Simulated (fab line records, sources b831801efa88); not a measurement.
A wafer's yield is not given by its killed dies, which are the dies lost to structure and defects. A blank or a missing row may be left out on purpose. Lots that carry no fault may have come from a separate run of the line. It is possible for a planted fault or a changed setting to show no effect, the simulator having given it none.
Chamber matching | flow gf180mcu | GF_V1_CMP_04 on cmp-02 has 4 sister chambers
The step polishes SiO2. 4 wafers are shown with their chamber, then 7 later ones without.

## WAFERS, EACH WITH ITS CHAMBER
wafer  | chamber | motor_current_A (A)
L437.2 | 1       | 11.1
L437.3 | 0       | 12.0
L439.2 | 2       | 12.0
L439.3 | 3       | 12.0

## WAFERS WITH NO CHAMBER GIVEN
wafer  | motor_current_A (A)
L439.5 | 12.8
L440.1 | 12.5
L440.2 | 11.5
L440.4 | 11.8
L441.1 | 10.8
L441.2 | 11.6
L441.4 | 11.7

## EACH ONE'S CHAMBER
wafer  | from the rows above               | in truth
L439.5 | can't be placed: 0 or 2 or 3 or 1 | 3
L440.1 | can't be placed: 0 or 2 or 3 or 1 | 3
L440.2 | can't be placed: 1 or 0 or 2 or 3 | 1
L440.4 | can't be placed: 0 or 2 or 3 or 1 | 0
L441.1 | can't be placed: 1 or 0 or 2 or 3 | 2
L441.2 | can't be placed: 0 or 2 or 3 or 1 | 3
L441.4 | can't be placed: 0 or 2 or 3 or 1 | 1
0 of 7 placed correctly. Can't be placed from these rows: 7 (the true chamber is among the candidates in 7). Wrongly placed: 0.
How it was worked out, from the rows above alone: a wafer's distance from a chamber is the root of the sum, over the readings, of the square of ((its reading less the chamber's mean) divided by the reading's scatter). If the next closest chamber is less than 2 further off than the closest, the wafer can't be placed; otherwise it belongs to the closest. For every chamber, the mean is computed from those of its wafers that are shown. The scatter (one wafer shown for each chamber): square how far every hidden wafer sits from the nearest shown wafer, average those squares and take the square root.
